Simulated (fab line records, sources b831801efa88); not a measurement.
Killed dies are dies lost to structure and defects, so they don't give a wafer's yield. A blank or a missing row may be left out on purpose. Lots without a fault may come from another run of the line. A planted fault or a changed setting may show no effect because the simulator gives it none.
Tool commonality check | flow gf180mcu | 13 lots, 39 wafers sampled

WHY IT WAS OPENED
At GF_NWELL_TW_MEAS_11 the reading NWELL_TW is flagged on 3 of 13 lots. Wafers without a fault read 1574, standard deviation 13.
Rule: a lot is flagged when every wafer of it that has a number lies more than 4 standard deviations from that mean, or none has a number. The other lots count as sound.

lot  | measured    | on            | NWELL_TW, wafer by wafer | flag
L999 | day 3 08:18 | film_metro-04 | 1567 1571 1586           |
L100 | day 3 13:51 | film_metro-03 | 1572 1571 1581           |
L101 | day 3 20:39 | film_metro-01 | 1562 1572 1559           |
L102 | day 3 23:45 | film_metro-04 | 1572 1572 1575           |
L103 | day 4 04:44 | film_metro-04 | 1576 1577 1576           |
L104 | day 4 09:09 | film_metro-03 | 1583 1585 1592           |
L105 | day 4 17:35 | film_metro-03 | 1584 1595 1591           |
L106 | day 5 00:25 | film_metro-03 | 1591 1599 1587           |
L107 | day 5 03:42 | film_metro-04 | 1558 1572 1563           |
L108 | day 5 07:30 | film_metro-03 | 1588 1591 1592           |
L115 | day 7 00:52 | film_metro-04 | 2437 2443 2427           | FLAGGED
L116 | day 7 06:49 | film_metro-04 | 2424 2426 2420           | FLAGGED
L117 | day 7 11:53 | film_metro-03 | 2417 2424 2409           | FLAGGED
The numbers of the flagged lots are 2425 on average: +851 against the usual, or +65 standard deviations.

WHICH TOOL RAN EACH LOT
The record holds 1 process step before the reading, out of a route of 602 steps. In each cell: the tool, then ch and the chambers that the sampled wafers went through, then the start.
lot  | flag    | GF_NWELL_IMPLANT_08
L999 |         | implanter-04 ch 0, day 3 07:55
L100 |         | implanter-03 ch 0, day 3 13:27
L101 |         | implanter-04 ch 0, day 3 20:17
L102 |         | implanter-03 ch 0, day 3 23:23
L103 |         | implanter-04 ch 0, day 4 04:20
L104 |         | implanter-04 ch 0, day 4 08:45
L105 |         | implanter-03 ch 0, day 4 17:11
L106 |         | implanter-01 ch 0, day 5 00:02
L107 |         | implanter-03 ch 0, day 5 03:19
L108 |         | implanter-04 ch 0, day 5 07:06
L115 | FLAGGED | implanter-01 ch 0, day 7 00:31
L116 | FLAGGED | implanter-04 ch 0, day 7 06:26
L117 | FLAGGED | implanter-04 ch 0, day 7 11:29
What these steps do:
- GF_NWELL_IMPLANT_08
- GF_NWELL_TW_MEAS_11

FLAGGED OVER TOTAL, TOOL BY TOOL (the gauges that took the reading come last)
step                | tool          | lots run | flagged | share of the flagged lots | sound lots run after its first flagged lot
GF_NWELL_IMPLANT_08 | implanter-01  | 2        | 1       | some                      | 0
GF_NWELL_IMPLANT_08 | implanter-03  | 4        | 0       | none                      | -
GF_NWELL_IMPLANT_08 | implanter-04  | 7        | 2       | some                      | 0
GF_NWELL_TW_MEAS_11 | film_metro-01 | 1        | 0       | none                      | -
GF_NWELL_TW_MEAS_11 | film_metro-03 | 6        | 1       | some                      | 0
GF_NWELL_TW_MEAS_11 | film_metro-04 | 6        | 2       | some                      | 0

WHAT THE TABLE ALLOWS
No row of the table ran every flagged lot.

WHAT THE SIMULATOR HAD PUT IN
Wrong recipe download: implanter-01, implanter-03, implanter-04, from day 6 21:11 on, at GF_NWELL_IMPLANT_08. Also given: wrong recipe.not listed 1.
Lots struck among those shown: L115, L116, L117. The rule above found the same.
